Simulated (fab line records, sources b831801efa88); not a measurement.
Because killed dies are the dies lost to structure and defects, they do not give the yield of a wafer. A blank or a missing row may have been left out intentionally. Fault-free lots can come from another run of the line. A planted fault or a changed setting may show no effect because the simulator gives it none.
Struck lot and sound lot, side by side :: flow gf180mcu :: 16 steps out of a route of 602
Sound: wafers L556.3, L556.4, L556.5. The struck wafers were L562.1, L562.2, L562.3. The cause is given at the end.
Each step with rows lists, per side, the tool, then ch with its chambers, then its first start. Under that, the readings that differ: sound wafers :: struck wafers :: difference of the means :: sigmas: that difference in standard deviations of wafers without a fault.
alike: a reading whose means differ by less than 2 such deviations, as well as words and numbers matching on both sides. not compared: withheld readings; readings where some wafer has no value; bounds like >300 that might hide an equal value; numbers whose values overlap and for which the record gives no deviation.
The two part at a step that has a row with sigmas, a row that says differs or no value, or rows on one side only. Numbers that don't overlap but have no deviation are shown without sigmas and don't part them. Lack of a reading on every wafer of one side parts them only where that side has two or more wafers.

first, 1 step without rows for these wafers: GF_POLY_GATE_OXIDATION_16 (stabilise 600 s, purge 300 s, target thk 4 nm).
GF_POLY_GATE_THK_MEAS_17:
  sound: filmMetro-04 at day 10 12:52; struck: filmMetro-04 at day 12 09:53
  alike: POLY_GATE_OXIDATION_THK
GF_POLY_GATE_CD_MEAS_18:
  sound: cdSem-02 at day 10 12:58; struck: cdSem-01 at day 12 09:56
  alike: cdNm
then, 7 steps without rows for these wafers: GF_HV_LDD_DEHYDRATE_00 (time 60 s); GF_HV_LDD_HMDS_01 (prime time 60 s); GF_HV_LDD_COAT_02 (resist thk 1000 nm); GF_HV_LDD_SOFTBAKE_03 (time 60 s); GF_HV_LDD_EXPOSE_04 (exposes mask Nplus LV AREA, target cd 400 nm); GF_HV_LDD_PEB_05; GF_HV_LDD_DEVELOP_06 (develop time 60 s).
GF_HV_LDD_CD_MEAS_07 targets a cd of 400 nm.
  sound: cdSem-01 at day 11 07:28; struck: cdSem-01 at day 13 06:14
  alike: cdNm
GF_HV_LDD_OVL_MEAS_08:
  sound: overlay-02 at day 11 07:34; struck: overlay-02 at day 13 06:21
  alike: HV_LDD_OVL
GF_HV_LDD_IMPLANT_09:
  sound on implanter-04 ch 0, day 11 07:38; struck on implanter-01 ch 0, day 13 06:23
reading: implantIonAmu
sound: 75 75 75
struck: 31 31 31
difference: -44
sigmas: 

reading: model.implant.rpNm (nm)
sound: 26.74 26.74 26.74
struck: 46.87 46.87 46.87
difference: +20.13
sigmas: 

reading: model.implant.drpNm (nm)
sound: 11.92 11.92 11.92
struck: 21.16 21.16 21.16
difference: +9.24
sigmas: 
  alike: beamOnS
GF_HV_LDD_STRIP_10: strips in O2/N2.
  sound on plasmaAsher-01 ch 0,1, day 11 07:46; struck on plasmaAsher-01 ch 0,1, day 13 06:32
reading: stripTimeToEndpointS (s)
sound: 12.63 12.63 12.63
struck: 12.71 12.71 12.72
difference: +0.08
sigmas: +2
  alike: chamberPressureMTorr, drypumpMotorCurrentA, heaterPowerW, oesProductAu, platenTempC
  not compared: rfHoursCounterH
GF_HV_LDD_TW_MEAS_11:
  sound: filmMetro-02 at day 11 07:51; struck: filmMetro-03 at day 13 06:58
reading: HV_LDD_TW
sound: 2412 2423 2414
struck: 1877 1891 1889
difference: -531
sigmas: -48
  not compared: hold
after that, 1 step had no rows for these wafers: GF_PASSIVATION_PROBE_99.

WHERE THEY PART
At GF_HV_LDD_STRIP_10 first; at GF_HV_LDD_TW_MEAS_11 last (within this record only).

WHY: what the simulator had put in
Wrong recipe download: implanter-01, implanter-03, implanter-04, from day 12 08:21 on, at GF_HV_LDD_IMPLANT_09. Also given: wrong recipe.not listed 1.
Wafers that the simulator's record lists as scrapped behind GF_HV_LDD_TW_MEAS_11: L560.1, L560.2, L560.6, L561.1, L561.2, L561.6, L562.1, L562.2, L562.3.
